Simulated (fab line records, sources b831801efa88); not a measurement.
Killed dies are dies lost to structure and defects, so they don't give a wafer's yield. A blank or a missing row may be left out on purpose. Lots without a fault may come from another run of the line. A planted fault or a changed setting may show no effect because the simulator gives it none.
Which tool did it? | flow sky130 | 13 lots, 39 wafers sampled, at 6 steps of a route of 708

WHAT THE GAUGES READ, wafer by wafer
SKY_PWDE_TW_MEAS_10. Usual: PWDE_TW 374, standard deviation 3.9.
lot  | measured    | on            | PWDE_TW     | flag
L263 | day 3 23:26 | film_metro-02 | 376 376 377 |
L264 | day 4 00:50 | film_metro-01 | 378 378 377 |
L266 | day 4 15:38 | film_metro-02 | 374 377 376 |
L267 | day 4 22:04 | film_metro-03 | 368 367 370 |
L273 | day 6 10:34 | film_metro-03 | 371 370 369 |
L275 | day 6 15:43 | film_metro-01 | 377 377 378 |
L278 | day 7 08:08 | film_metro-03 | 370 368 368 |
L280 | day 7 23:33 | film_metro-02 | 378 376 376 |
L281 | day 8 05:38 | film_metro-03 | 370 370 367 |
L283 | day 8 12:21 | film_metro-03 | 370 371 369 |
L284 | day 8 18:12 | film_metro-03 | 368 369 368 |
L285 | day 9 04:21 | film_metro-02 | 374 374 373 |
L286 | day 9 09:16 | film_metro-02 | 377 374 372 |

SKY_VT_ADJUST_LVTN_TW_MEAS_10. Usual: VT_ADJUST_LVTN_TW 240.1, standard deviation 1.9.
lot  | measured     | on            | VT_ADJUST_LVTN_TW | flag
L263 | day 6 23:17  | film_metro-03 | 238.7 238.7 237.4 |
L264 | day 7 05:08  | film_metro-03 | 238.6 238.9 238.0 |
L266 | day 7 20:35  | film_metro-03 | 237.5 238.8 238.5 |
L267 | day 8 05:07  | film_metro-04 | 239.5 239.8 241.1 |
L273 | day 9 22:08  | film_metro-01 | 243.6 245.2 243.2 |
L275 | day 10 05:10 | film_metro-04 | 239.8 240.6 241.3 |
L278 | day 10 23:05 | film_metro-03 | 237.3 238.2 238.2 |
L280 | day 11 15:00 | film_metro-04 | 239.5 239.6 238.5 |
L281 | day 11 23:29 | film_metro-04 | 240.2 240.5 239.4 |
L283 | day 12 05:33 | film_metro-03 | 239.7 240.8 239.4 |
L284 | day 12 13:13 | film_metro-04 | 241.9 241.0 241.0 |
L285 | day 13 02:22 | film_metro-01 | 242.8 242.8 243.3 |
L286 | day 13 06:52 | film_metro-03 | 239.3 239.5 240.6 |

SKY_VT_ADJUST_NCORE_CD_MEAS_07: target cd 380 nm. Usual: cd_nm 380.0 nm, standard deviation 1.8.
lot  | measured     | on        | cd_nm (nm)        | flag
L263 | day 8 16:38  | cd_sem-02 | 380.9 380.6 380.9 |
L264 | day 8 22:03  | cd_sem-02 | 382.6 382.7 383.2 |
L266 | day 9 14:58  | cd_sem-02 | 378.4 381.6 380.2 |
L267 | day 9 23:02  | cd_sem-01 | - - -             | OFF
L273 | day 11 19:07 | cd_sem-01 | 382.1 380.0 381.5 |
L275 | day 12 02:41 | cd_sem-02 | 377.9 376.7 378.5 |
L278 | day 12 22:35 | cd_sem-02 | 377.5 379.0 379.2 |
L280 | day 13 14:48 | cd_sem-02 | 378.7 381.4 378.7 |
L281 | day 13 22:41 | cd_sem-01 | 379.6 379.6 379.5 |
L283 | day 14 07:54 | cd_sem-02 | 379.6 376.6 378.8 |
L284 | day 14 15:11 | cd_sem-01 | 380.1 383.5 380.8 |
L285 | day 15 05:31 | cd_sem-02 | 382.2 380.7 379.9 |
L286 | day 15 10:54 | cd_sem-01 | 376.6 380.6 378.6 |

SKY_VT_ADJUST_NCORE_TW_MEAS_11. Usual: VT_ADJUST_NCORE_TW 220.0, standard deviation 1.5.
lot  | measured     | on            | VT_ADJUST_NCORE_TW | flag
L263 | day 8 17:02  | film_metro-02 | 220.4 220.3 221.6  |
L264 | day 8 22:28  | film_metro-04 | 216.6 217.6 217.5  |
L266 | day 9 15:22  | film_metro-01 | 220.0 221.6 222.1  |
L267 | day 9 23:26  | film_metro-04 | 29.9 29.7 29.8     | OFF
L273 | day 11 19:29 | film_metro-02 | 219.9 220.7 220.7  |
L275 | day 12 03:46 | film_metro-01 | 221.9 219.1 220.5  |
L278 | day 12 23:04 | film_metro-04 | 220.4 219.2 219.1  |
L280 | day 13 15:11 | film_metro-02 | 220.2 221.8 220.6  |
L281 | day 13 23:05 | film_metro-04 | 220.6 219.9 221.4  |
L283 | day 14 08:19 | film_metro-01 | 222.1 222.2 221.5  |
L284 | day 14 15:34 | film_metro-01 | 223.0 222.1 222.8  |
L285 | day 15 05:55 | film_metro-04 | 221.1 220.2 220.5  |
L286 | day 15 11:18 | film_metro-04 | 220.7 220.5 220.7  |

WHICH TOOL RAN EACH LOT (tool, then ch and the chambers of the sampled wafers, then the start)
lot  | SKY_PWDE_STRIP_09                   | SKY_VT_ADJUST_NCORE_EXPOSE_04
L263 | plasma_asher-03 ch 0,1, day 3 23:20 | iline_stepper-02 ch 0, day 8 06:16
L264 | plasma_asher-04 ch 0,1, day 4 00:44 | iline_stepper-02 ch 0, day 8 11:37
L266 | plasma_asher-04 ch 0,1, day 4 15:32 | iline_stepper-02 ch 0, day 9 04:40
L267 | plasma_asher-03 ch 0,1, day 4 21:59 | iline_stepper-02 ch 0, day 9 13:02
L273 | plasma_asher-03 ch 0,1, day 6 10:28 | iline_stepper-01 ch 0, day 11 08:14
L275 | plasma_asher-04 ch 0,1, day 6 15:38 | iline_stepper-02 ch 0, day 11 15:00
L278 | plasma_asher-02 ch 0,1, day 7 08:02 | iline_stepper-02 ch 0, day 12 10:19
L280 | plasma_asher-04 ch 0,1, day 7 23:28 | iline_stepper-02 ch 0, day 13 03:14
L281 | plasma_asher-03 ch 0,1, day 8 05:32 | iline_stepper-02 ch 0, day 13 10:46
L283 | plasma_asher-04 ch 0,1, day 8 12:15 | iline_stepper-02 ch 0, day 13 19:11
L284 | plasma_asher-04 ch 0,1, day 8 18:07 | iline_stepper-02 ch 0, day 14 02:44
L285 | plasma_asher-04 ch 0,1, day 9 04:14 | iline_stepper-02 ch 0, day 14 16:23
L286 | plasma_asher-04 ch 0,1, day 9 09:11 | iline_stepper-02 ch 0, day 14 21:29
- SKY_PWDE_STRIP_09: strips in O2/N2.
- SKY_VT_ADJUST_NCORE_EXPOSE_04: exposes mask LVTN COMPLEMENT THIN, target cd 380 nm.

WHAT THE TOOLS THEMSELVES READ (means of the sampled wafers that have a number; where no wafer has one, the mark that the record gives instead)
SKY_PWDE_STRIP_09. Usual: drypump_motor_current_A 5.9 A, standard deviation 0.57; oes_product_au 0.722 a.u., standard deviation 0.0043; strip_time_to_endpoint_s 36.89 s, standard deviation 0.092.
lot  | tool            | drypump_motor_current_A (A) | oes_product_au (a.u.) | strip_time_to_endpoint_s (s) | flag
L263 | plasma_asher-03 | 6.4                         | 0.722                 | 36.86                        |
L264 | plasma_asher-04 | 5.6                         | 0.726                 | 37.01                        |
L266 | plasma_asher-04 | 5.5                         | 0.725                 | 36.98                        |
L267 | plasma_asher-03 | 6.2                         | 0.724                 | 36.94                        |
L273 | plasma_asher-03 | 6.2                         | 0.724                 | 36.95                        |
L275 | plasma_asher-04 | 6.0                         | 0.723                 | 36.90                        |
L278 | plasma_asher-02 | 5.9                         | 0.723                 | 36.84                        |
L280 | plasma_asher-04 | 6.0                         | 0.725                 | 36.72                        |
L281 | plasma_asher-03 | 6.2                         | 0.722                 | 36.88                        |
L283 | plasma_asher-04 | 5.6                         | 0.725                 | 36.86                        |
L284 | plasma_asher-04 | 5.6                         | 0.725                 | 36.83                        |
L285 | plasma_asher-04 | 6.0                         | 0.719                 | 36.83                        |
L286 | plasma_asher-04 | 5.6                         | 0.721                 | 36.92                        |

THE ANSWER, worked out from the rows above alone
Rule: a lot is off if the mean of its wafers that have a number lies more than 3 standard deviations from the usual mean. A lot without any number at a reading at which 4 lots or more have one is off too. The other lots that the step has rows for count as sound. The gauges are gone through in route order, then the tools' own readings, and for those a lot's mean is taken as printed above. The first step at which some lot is off is used, and at that step the reading that is off furthest; a lot without a number counts as furthest.
Off: L267, at SKY_VT_ADJUST_NCORE_CD_MEAS_07 (cd_nm). Without a number there: L267.
A tool fits if, at a process step before that reading, it ran every lot that is off, and no sound lot after the first of them. The gauges at SKY_VT_ADJUST_NCORE_CD_MEAS_07 aren't tried: what is off there is off at SKY_VT_ADJUST_NCORE_TW_MEAS_11 too, on other tools, and a gauge's error can't cause that. None of those tried fits.

WHAT THE SIMULATOR HAD PUT IN
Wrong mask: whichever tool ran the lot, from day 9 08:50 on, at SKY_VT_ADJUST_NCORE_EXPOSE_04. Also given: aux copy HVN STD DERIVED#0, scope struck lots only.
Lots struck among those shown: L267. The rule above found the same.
